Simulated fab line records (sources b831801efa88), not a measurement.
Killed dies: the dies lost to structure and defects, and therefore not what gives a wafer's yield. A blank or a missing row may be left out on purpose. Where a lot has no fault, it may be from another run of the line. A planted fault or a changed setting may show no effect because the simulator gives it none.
Split-lot trial | flow sfqLine | 23 wafers read across 5 lots, on a route 325 steps long

== SPLIT DETAILS ==
At SFQ_TRILAYER_I1_VIA_LITHO_EXPOSE_050 (exposes mask I1, target cd 500 nm), the setting doseMj was moved away from the recipe's 21.3 on 8 of the 23 wafers read, by -5.7% to +5.5%. The other wafers ran this setting at the recipe's value.

== FROM THE SPLIT TO THE READING: what the file shows between them, 3 steps ==
- SFQ_TRILAYER_I1_VIA_LITHO_PEB_052: peb time 60 s
- SFQ_TRILAYER_I1_VIA_LITHO_DEVELOP_051: time 60 s
- SFQ_TRILAYER_I1_VIA_BARC_OPEN_VIA_ETCH_071: etches BARC in O2, target depth 125 nm, time 41.7 s

== THE READING ==
I1.cdNm (the simulator's own value, which no gauge read), in nm, at SFQ_TRILAYER_I1_VIA_ETCH_VIA_ETCH_052 (etches SiO2 in CHF3, stops on Nb, target depth 260 nm). There is no usual value for it anywhere in the file. Here, 15 wafers ran the recipe; their average is 499.1 nm with a standard deviation of 2 nm.

wafer  | tool, chamber at the split | doseMj as run | against the recipe | I1.cdNm, nm | against lot-mates on the recipe
L076.1 | krfScanner-01, 0           | 21.3          | recipe             | 500.9       | -
L076.3 | krfScanner-01, 0           | 21.3          | recipe             | 502.3       | -
L076.5 | krfScanner-01, 0           | 21.3          | recipe             | 501.9       | -
L077.1 | krfScanner-01, 0           | 21.3          | recipe             | 496.3       | -
L077.2 | krfScanner-01, 0           | 22.14         | +3.9%              | 501.7       | +3.7
L077.3 | krfScanner-01, 0           | 22.14         | +3.9%              | 506         | +8.0
L077.5 | krfScanner-01, 0           | 21.3          | recipe             | 497.9       | -
L077.6 | krfScanner-01, 0           | 21.3          | recipe             | 499.7       | -
L078.1 | krfScanner-01, 0           | 20.2          | -5.2%              | 487.8       | -11.2
L078.2 | krfScanner-01, 0           | 21.3          | recipe             | 496.1       | -
L078.3 | krfScanner-01, 0           | 21.3          | recipe             | 501.2       | -
L078.5 | krfScanner-01, 0           | 21.3          | recipe             | 499.8       | -
L078.6 | krfScanner-01, 0           | 20.2          | -5.2%              | 488.6       | -10.4
L083.2 | krfScanner-01, 0           | 21.3          | recipe             | 499.3       | -
L083.3 | krfScanner-01, 0           | 21.3          | recipe             | 497.1       | -
L083.4 | krfScanner-01, 0           | 21.3          | recipe             | 495.8       | -
L083.5 | krfScanner-01, 0           | 22.47         | +5.5%              | 504.6       | +7.2
L083.6 | krfScanner-01, 0           | 22.47         | +5.5%              | 507.4       | +10.0
L085.1 | krfScanner-02, 0           | 21.3          | recipe             | 498.6       | -
L085.2 | krfScanner-02, 0           | 20.08         | -5.7%              | 488.4       | -11.1
L085.3 | krfScanner-02, 0           | 20.08         | -5.7%              | 490.5       | -9.0
L085.5 | krfScanner-02, 0           | 21.3          | recipe             | 500.8       | -
L085.6 | krfScanner-02, 0           | 21.3          | recipe             | 499.1       | -

FIT RESULTS
A straight line over all 23 wafers: I1.cdNm changes by +1.59 nm for each +1% of doseMj; r = +0.92; the points scatter about the line by 2.2 nm.
The same after taking each lot's own level away (the mean of its wafers on the recipe; 23 wafers): +1.74 nm for each +1%; r = +0.96; scatter 1.6 nm.
The reading moves by 10 nm for the largest change in doseMj, on that fit.
The lots' own levels span 497.40 to 501.70 nm, that is 2.1 times the standard deviation above.
Hence the lot-to-lot level has little effect on the slope; both slopes agree.
Check: with one of the wafers moved furthest among these (-5.7%) left out of the fit, the line predicts -10.1 nm for it against its lot-mates. It came out at -11.1 nm against them.

== THE WHOLE CHAIN: every reading that the file lists as answering this split, in the file's order ==
step                                       | what it does                                          | reading                                                  | change (the file's fit)              | r (the file's)
SFQ_TRILAYER_I1_VIA_BARC_OPEN_VIA_ETCH_071 | etches BARC in O2, target depth 125 nm, time 41.7 s   | I1.cdNm (the simulator's own value, which no gauge read) | +1.64 nm for each +1% of the setting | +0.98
SFQ_TRILAYER_I1_VIA_ETCH_VIA_ETCH_052      | etches SiO2 in CHF3, stops on Nb, target depth 260 nm | I1.cdNm (the simulator's own value, which no gauge read) | +1.75 nm for each +1% of the setting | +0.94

== THE FILE'S OWN FIT ==
I1.cdNm changes by +1.75 nm for each +1% of doseMj, r = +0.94.
